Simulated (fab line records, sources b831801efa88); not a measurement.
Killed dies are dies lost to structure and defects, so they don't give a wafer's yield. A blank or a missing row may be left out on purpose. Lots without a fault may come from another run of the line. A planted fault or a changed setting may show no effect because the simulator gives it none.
A struck lot beside a sound one | flow sfq_line | 14 steps out of a route of 325
Sound: wafers L645.3, L645.4, L645.6. Struck: wafers L644.1, L644.2, L644.5. The cause comes at the end.
At each step with rows: each side's tool, then ch and its chambers, then its first start. Under that, the readings that differ: sound wafers | struck wafers | difference of the means | sigmas: that difference in standard deviations of wafers without a fault.
alike: readings whose means differ by less than 2 such deviations, and words and numbers that are the same on both sides. not compared: withheld readings, readings that some wafer has no value for, bounds like >300 that may hide the same value, and numbers for which the record gives no deviation and whose values overlap.
The two part at a step that has a row with sigmas, a row that says differs or no value, or rows on one side only. Numbers that don't overlap but have no deviation are shown without sigmas and don't part them. A reading that every wafer of one side lacks parts them only if that side has two wafers or more.

SFQ_TRILAYER_JJ_CE_BARC_OPEN_RIE_150: chemistry O2, target BARC, target depth 240 nm, time 80 s.
  sound on rie_metal-02 ch 0,1, day 56 18:05; struck on rie_metal-04 ch 0,1, day 56 13:16
  alike: chamber_pressure_mTorr, drypump_motor_current_A, oes_product_au
  not compared: rf_hours_counter_h
SFQ_TRILAYER_JJ_CE_ETCH_RIE_118: chemistry SF6, target Nb, stops on Al2O3, time 97.7 s, target depth 170 nm.
  sound on rie_metal-02 ch 0,1, day 56 18:11; struck on rie_metal-04 ch 0,1, day 56 13:21
  alike: chamber_pressure_mTorr, drypump_motor_current_A, oes_product_au
  not compared: rf_hours_counter_h
then, 1 step without rows for these wafers: SFQ_TRILAYER_JJ_ANODIZE_ANODIZE_119.
SFQ_TRILAYER_JJ_CE_STRIP_STRIP_120: strips in O2.
  sound on rie_metal-02 ch 0,1, day 56 18:58; struck on rie_metal-04 ch 0,1, day 56 13:58
  reading               | sound             | struck            | difference | sigmas
  oes_product_au (a.u.) | 1.025 1.007 1.026 | 1.001 0.983 0.993 | -0.027     | -2
  alike: chamber_pressure_mTorr, drypump_motor_current_A
  not compared: rf_hours_counter_h
then, 7 steps without rows for these wafers: SFQ_TRILAYER_JJ_CE_STRIP_SOLV_CLEAN_121 (cleans in NMP, time 600 s); SFQ_TRILAYER_M5_LITHO_COAT_128 (resist thk 62 nm); SFQ_TRILAYER_M5_LITHO_COAT_123 (resist thk 600 nm); SFQ_TRILAYER_M5_LITHO_SOFTBAKE_127; SFQ_TRILAYER_M5_LITHO_EXPOSE_124 (exposes mask M5, target cd 700 nm); SFQ_TRILAYER_M5_LITHO_PEB_126 (peb time 60 s); SFQ_TRILAYER_M5_LITHO_DEVELOP_125 (time 60 s).
-- the record jumps here: 5 days lie between the struck wafers' starts before and after --
SFQ_M5_OVL_MEAS_932:
  sound on overlay-01, day 62 01:35; struck on overlay-01, day 61 20:47
  alike: M5_OVL
SFQ_TRILAYER_M5_BARC_OPEN_METAL_ETCH_161: etches BARC in O2, target depth 125 nm, time 41.7 s.
  sound on rie_metal-03 ch 0,1, day 62 01:38; struck on rie_metal-04 ch 0,1, day 61 20:49
  reading                        | sound               | struck               | difference | sigmas
  chamber_pressure_mTorr (mTorr) | 9.993 10.005 10.012 | 11.997 12.000 12.010 | +1.999     | +99 or more
  alike: drypump_motor_current_A, oes_product_au
  not compared: rf_hours_counter_h
SFQ_TRILAYER_M5_ETCH_METAL_ETCH_126: etches Nb in Cl2/BCl3, stops on SiO2, time 203.2 s, target depth 265 nm.
  sound on rie_metal-03 ch 0,1, day 62 01:44; struck on rie_metal-04 ch 0,1, day 61 20:52
  alike: chamber_pressure_mTorr, drypump_motor_current_A, oes_product_au
  not compared: rf_hours_counter_h

WHERE THEY PART
First at SFQ_TRILAYER_JJ_CE_STRIP_STRIP_120; last, within this record, at SFQ_TRILAYER_M5_BARC_OPEN_METAL_ETCH_161. Later steps at which nothing parts them and some readings are alike: SFQ_TRILAYER_M5_ETCH_METAL_ETCH_126.

WHY: what the simulator had put in
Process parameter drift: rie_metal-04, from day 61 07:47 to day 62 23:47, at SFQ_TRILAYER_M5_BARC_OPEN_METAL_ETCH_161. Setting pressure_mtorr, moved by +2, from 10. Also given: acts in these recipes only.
